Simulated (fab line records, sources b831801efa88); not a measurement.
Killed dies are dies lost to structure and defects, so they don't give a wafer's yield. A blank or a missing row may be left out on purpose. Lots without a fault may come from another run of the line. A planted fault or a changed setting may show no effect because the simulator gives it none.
Problem report in the 8D (eight disciplines) form, filled by code | flow sky130 | the parts of the form that need people (team, actions taken, sign-off) are left out

1. THE PROBLEM
run_length_s at SKY_VT_ADJUST_LVTN_SOFTBAKE_14 reads a mean of 108.46 s on 6 wafers of 2 lots; wafers without a fault read 89.12 s with a standard deviation of 0.25. That is +77 standard deviations from the usual mean.
The step: time 60 s.
First seen on wafer L983.4, day 9 14:08, on litho_track-02. The record holds 39 wafers of 13 lots with a number at this step. Rule for "out", or "out of limits": more than 4 standard deviations from the usual mean. The other wafers with a number count as sound.

2. WHAT IT IS AND WHAT IT IS NOT
question                    | is                     | is not
which readings at this step | run_length_s           | -
which lots                  | L983, L984             | L975, L976, L977, L979, L980, L985, L993, L995, L996, L997, L998
which wafers of those lots  | all that have a number | -
read on which tools         | litho_track-02         | litho_track-01, litho_track-03
when                        | from day 9 14:08       | up to then (15 sound wafers); but 18 sound wafers of L985, L993, L995, L996, L997, L998 came after

3. SUSPECTS, AND WHAT RULES EACH OUT
Counting: a tool at a process step up to the reading stays a suspect if it ran every lot that is out and no sound lot after the first of them.
- litho_track-02 at SKY_VT_ADJUST_LVTN_SOFTBAKE_14 (time 60 s): ruled out as a lasting fault. Sound lots L998 ran on it after its first lot that is out, L983 (day 9 14:08).
Left after counting: nothing in the record.

4. THE CAUSE (what the simulator had put in)
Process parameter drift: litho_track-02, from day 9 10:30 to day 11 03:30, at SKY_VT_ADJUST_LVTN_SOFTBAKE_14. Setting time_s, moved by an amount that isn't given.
Counting ruled it out, wrongly.

5. THE CHAIN OF EFFECTS, in route order
Each row: a reading whose mean over the struck wafers that have a number lies more than 3 standard deviations from the usual. Only readings for which the record gives a usual standard deviation are gone through. hours: the time from each lot's start at the first step in this table that gives one to its start at this step, as a median over the lots. sigmas: the change in usual standard deviations.
hours | step                           | reading      | usual   | on struck wafers | change | sigmas
0     | SKY_VT_ADJUST_LVTN_SOFTBAKE_14 | run_length_s | 89.12 s | 108.46           | +19.34 | +77
The process steps in it:
- SKY_VT_ADJUST_LVTN_SOFTBAKE_14: time 60 s.
Later measuring or inspecting steps at which every struck wafer that the step has a row for has a number for every such reading, and none has moved that far: SKY_LDD_LDN_TW_MEAS_13.

6. WHAT WOULD HAVE CAUGHT IT SOONER
In this record the first reading out of limits was taken at day 9 14:08, 4 hours after the fault began at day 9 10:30.
